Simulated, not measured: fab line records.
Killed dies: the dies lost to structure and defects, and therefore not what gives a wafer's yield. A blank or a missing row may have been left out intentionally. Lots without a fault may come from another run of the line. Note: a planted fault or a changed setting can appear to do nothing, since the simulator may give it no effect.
Matching of chambers ; flow gf180mcu ; 4 sister chambers for GF_V2_CMP_26 on cmp-02
The step polishes, stops on SiO2, t overpolish 15 s, target thk 0 nm. 18 wafers are shown with their chamber, then 9 later ones without.

== WAFERS PAIRED WITH THEIR CHAMBERS ==
wafer;chamber;motor_current_A (A);time_to_endpoint_s (s);platen_rpm (rpm)
L564.2;2;11.3;86.6;60.02
L564.3;3;13.1;85.4;60.00
L564.4;0;11.0;85.4;60.02
L565.3;0;10.5;83.7;60.02
L565.5;1;10.0;83.4;59.94
L565.6;0;10.8;85.3;60.01
L566.2;3;13.1;81.6;59.95
L566.3;2;11.2;85.2;59.91
L566.4;1;9.7;85.0;59.99
L573.1;0;10.6;87.4;59.98
L573.3;3;12.4;83.2;60.02
L573.6;0;11.3;87.9;59.97
L574.2;1;9.3;81.9;60.04
L574.4;2;11.3;83.8;60.01
L574.5;0;10.6;86.6;59.95
L575.3;1;9.7;85.9;60.00
L575.5;0;10.5;85.4;60.03
L575.6;3;12.7;83.1;60.03

SIGNATURES (means of the wafers above)
reading;chamber 0;chamber 1;chamber 2;chamber 3;scatter within a chamber
motor_current_A;10.757;9.675;11.267;12.825;0.285
time_to_endpoint_s;85.957;84.050;85.200;83.325;1.54
platen_rpm;59.9971;59.9925;59.9800;60.0000;0.0395
Rule: a wafer lies at a distance from a chamber equal to the root of the sum of squares, over the readings, of (its reading less the chamber's mean, divided by the reading's scatter). If the next closest chamber is less than 2 further off than the closest, the wafer can't be placed; otherwise it belongs to the closest. The scatter: the root of (the sum of the squares of (reading less its chamber's mean) over the shown wafers, divided by (wafers less chambers)).

== WAFERS WITH NO CHAMBER GIVEN ==
wafer;motor_current_A (A);time_to_endpoint_s (s);platen_rpm (rpm)
L578.2;11.6;83.2;60.03
L578.3;13.0;84.6;60.04
L578.6;12.6;83.8;59.98
L580.1;9.6;80.0;60.00
L580.4;12.9;77.5;59.97
L580.5;12.7;78.8;59.99
L581.1;9.3;83.6;60.01
L581.2;12.2;80.4;59.94
L581.3;11.0;86.7;60.15

== EACH ONE'S CHAMBER ==
wafer;from the rows above;in truth
L578.2;can't be placed: 2 or 0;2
L578.3;3;3
L578.6;3;3
L580.1;1;1
L580.4;3;3
L580.5;3;3
L581.1;1;1
L581.2;can't be placed: 3 or 2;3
L581.3;can't be placed: 0 or 2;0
Correctly placed: 6 of 9. These rows do not allow placing 3 (true chamber among the candidates in 3). Number placed wrongly: 0.
